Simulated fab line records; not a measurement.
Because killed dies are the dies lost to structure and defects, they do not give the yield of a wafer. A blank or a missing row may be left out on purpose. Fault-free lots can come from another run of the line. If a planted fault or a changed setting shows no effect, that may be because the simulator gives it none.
Commonality check across tools ; flow sky130 ; Sampled: 13 lots, 39 wafers

== WHY THIS WAS OPENED ==
SKY_LDD_HVN_TW_MEAS_10, reading LDD_HVN_TW: flagged on 1 of 13 lots. Fault-free wafers read 1442, with a standard deviation of 7.
Rule: a lot gets a flag if all its wafers with a number sit over 4 standard deviations from that mean, or if no wafer of it has a number. The rest of the lots are taken to be sound.

lot;measured;on;LDD_HVN_TW, wafer by wafer;flag
L242;day 20 19:29;film-metro-04;1452 1444 1442;
L243;day 21 01:59;film-metro-01;1433 1438 1445;
L244;day 21 16:37;film-metro-01;1430 1434 1446;
L245;day 22 11:33;film-metro-04;1437 1432 1437;
L246;day 22 20:52;film-metro-02;1442 1438 1440;
L249;day 23 19:41;film-metro-04;1444 1452 1453;
L250;day 24 02:53;film-metro-01;1446 1445 1455;
L251;day 24 12:38;film-metro-01;1450 1447 1444;
L252;day 25 04:05;film-metro-04;1435 1441 1440;
L253;day 25 11:29;film-metro-01;1444 1440 1440;
L254;day 25 16:35;film-metro-04;1432 1435 1442;
L258;day 27 06:47;film-metro-04;767 765 761;FLAGGED
L265;day 29 12:56;film-metro-02;1446 1443 1448;
The numbers of the flagged lots are 764 on average: -678 against the usual, or -97 standard deviations.

== LOT BY LOT: THE TOOL USED ==
The record holds 4 process steps before the reading, out of a route of 708 steps. Each cell gives the tool, then ch followed by the chambers the sampled wafers passed through, then the start.
lot;flag;SKY_POLY_GATE_ETCH_15;SKY_LDD_N_STRIP_16;SKY_LDD_P_STRIP_10;SKY_LDD_HVN_STRIP_09
L242;;rie-diel-03 ch 0,1,3, day 16 16:00;plasma-asher-02 ch 1, day 18 01:38;plasma-asher-04 ch 0,1, day 19 10:16;plasma-asher-01 ch 0,1, day 20 19:23
L243;;rie-diel-03 ch 0,2,3, day 16 21:27;plasma-asher-04 ch 0,1, day 18 08:05;plasma-asher-04 ch 0,1, day 19 17:00;plasma-asher-02 ch 0,1, day 21 01:53
L244;;rie-diel-02 ch 0,2,3, day 17 12:46;plasma-asher-01 ch 0,1, day 18 22:25;plasma-asher-03 ch 0,1, day 20 07:41;plasma-asher-03 ch 0,1, day 21 16:31
L245;;rie-diel-01 ch 1,2,3, day 18 06:42;plasma-asher-02 ch 0,1, day 19 19:31;plasma-asher-04 ch 0,1, day 21 03:44;plasma-asher-02 ch 0,1, day 22 11:28
L246;;rie-diel-03 ch 0,1, day 18 14:19;plasma-asher-04 ch 0,1, day 20 02:52;plasma-asher-03 ch 0,1, day 21 11:56;plasma-asher-03 ch 0,1, day 22 20:46
L249;;rie-diel-03 ch 0,2,3, day 19 15:12;plasma-asher-04 ch 0,1, day 21 02:38;plasma-asher-01 ch 0,1, day 22 11:06;plasma-asher-02 ch 0,1, day 23 19:35
L250;;rie-diel-02 ch 0,1,3, day 19 20:37;plasma-asher-02 ch 0,1, day 21 09:08;plasma-asher-04 ch 0,1, day 22 17:51;plasma-asher-02 ch 0,1, day 24 02:47
L251;;rie-diel-02 ch 1,2, day 20 08:30;plasma-asher-02 ch 0,1, day 21 19:56;plasma-asher-03 ch 0,1, day 23 04:00;plasma-asher-02 ch 0,1, day 24 12:32
L252;;rie-diel-02 ch 2,3, day 20 23:48;plasma-asher-04 ch 1, day 22 11:08;plasma-asher-04 ch 0, day 23 19:39;plasma-asher-03 ch 0, day 25 03:59
L253;;rie-diel-01 ch 0,1,3, day 21 05:55;plasma-asher-04 ch 0,1, day 22 17:29;plasma-asher-03 ch 0,1, day 24 02:33;plasma-asher-02 ch 0,1, day 25 11:23
L254;;rie-diel-02 ch 1,2, day 21 11:15;plasma-asher-02 ch 0,1, day 22 22:44;plasma-asher-04 ch 0,1, day 24 07:30;plasma-asher-01 ch 0,1, day 25 16:29
L258;FLAGGED;rie-diel-03 ch 0,1, day 23 05:15;plasma-asher-02 ch 0,1, day 24 16:53;plasma-asher-04 ch 0,1, day 26 01:15;plasma-asher-01 ch 0,1, day 27 06:41
L265;;rie-diel-02 ch 0,2,3, day 25 18:21;plasma-asher-01 ch 0,1, day 27 03:38;plasma-asher-04 ch 0,1, day 28 08:15;plasma-asher-03 ch 0, day 29 12:50
What is done by these steps:
- SKY_POLY_GATE_ETCH_15: etches BARC in N2/H2, stops on SiO2, time 118.5 s, target depth 110 nm.
- SKY_LDD_N_STRIP_16: strips in O2/N2.
- SKY_LDD_P_STRIP_10: strips in O2/N2.
- SKY_LDD_HVN_STRIP_09: strips in O2/N2.
- SKY_LDD_HVN_TW_MEAS_10

== FLAGGED AGAINST TOTAL, ONE TOOL AT A TIME (gauges that did the reading follow at the end) ==
step;tool;lots run;flagged;share of the flagged lots;sound lots run after its first flagged lot
SKY_POLY_GATE_ETCH_15;rie-diel-01;2;0;none;-
SKY_POLY_GATE_ETCH_15;rie-diel-02;6;0;none;-
SKY_POLY_GATE_ETCH_15;rie-diel-03;5;1;all;0
SKY_LDD_N_STRIP_16;plasma-asher-01;2;0;none;-
SKY_LDD_N_STRIP_16;plasma-asher-02;6;1;all;0
SKY_LDD_N_STRIP_16;plasma-asher-04;5;0;none;-
SKY_LDD_P_STRIP_10;plasma-asher-01;1;0;none;-
SKY_LDD_P_STRIP_10;plasma-asher-03;4;0;none;-
SKY_LDD_P_STRIP_10;plasma-asher-04;8;1;all;1 (L265)
SKY_LDD_HVN_STRIP_09;plasma-asher-01;3;1;all;0
SKY_LDD_HVN_STRIP_09;plasma-asher-02;6;0;none;-
SKY_LDD_HVN_STRIP_09;plasma-asher-03;4;0;none;-
SKY_LDD_HVN_TW_MEAS_10;film-metro-01;5;0;none;-
SKY_LDD_HVN_TW_MEAS_10;film-metro-02;2;0;none;-
SKY_LDD_HVN_TW_MEAS_10;film-metro-04;6;1;all;0

== WHAT THE TABLE PERMITS ==
5 rows of the table ran every flagged lot: rie-diel-03 at SKY_POLY_GATE_ETCH_15, plasma-asher-02 at SKY_LDD_N_STRIP_16, plasma-asher-04 at SKY_LDD_P_STRIP_10, plasma-asher-01 at SKY_LDD_HVN_STRIP_09, film-metro-04 at SKY_LDD_HVN_TW_MEAS_10.
- rie-diel-03 at SKY_POLY_GATE_ETCH_15 ran 5 lots, 1 of them flagged. Last sound lot L249 at day 19 15:12, first flagged lot L258 at day 23 05:15; a fault beginning in between fits.
- plasma-asher-02 at SKY_LDD_N_STRIP_16 ran 6 lots, 1 of them flagged. Last sound lot L254 at day 22 22:44, first flagged lot L258 at day 24 16:53; a fault beginning in between fits.
- plasma-asher-04 at SKY_LDD_P_STRIP_10 ran 8 lots, 1 of them flagged. After the first flagged lot (L265), sound lots still ran on it; a lasting fault on the whole tool would not permit that. Its own readings lie more than 4 standard deviations out on every wafer of the flagged lots: oes-product-au.
- plasma-asher-01 at SKY_LDD_HVN_STRIP_09 ran 3 lots, 1 of them flagged. Last sound lot L254 at day 25 16:29, first flagged lot L258 at day 27 06:41; a fault beginning in between fits. Its own readings lie more than 4 standard deviations out on every wafer of the flagged lots: oes-product-au, strip-time-to-endpoint-s.
- film-metro-04 at SKY_LDD_HVN_TW_MEAS_10 ran 6 lots, 1 of them flagged. Last sound lot L254 at day 25 16:35, first flagged lot L258 at day 27 06:47; a fault beginning in between fits.
Counting lots can't tell these 4 tools apart, because each fits a fault that began at some hour. More lots, or a look at what each step does to the wafer, might.

== WHAT HAD BEEN PUT IN BY THE SIMULATOR ==
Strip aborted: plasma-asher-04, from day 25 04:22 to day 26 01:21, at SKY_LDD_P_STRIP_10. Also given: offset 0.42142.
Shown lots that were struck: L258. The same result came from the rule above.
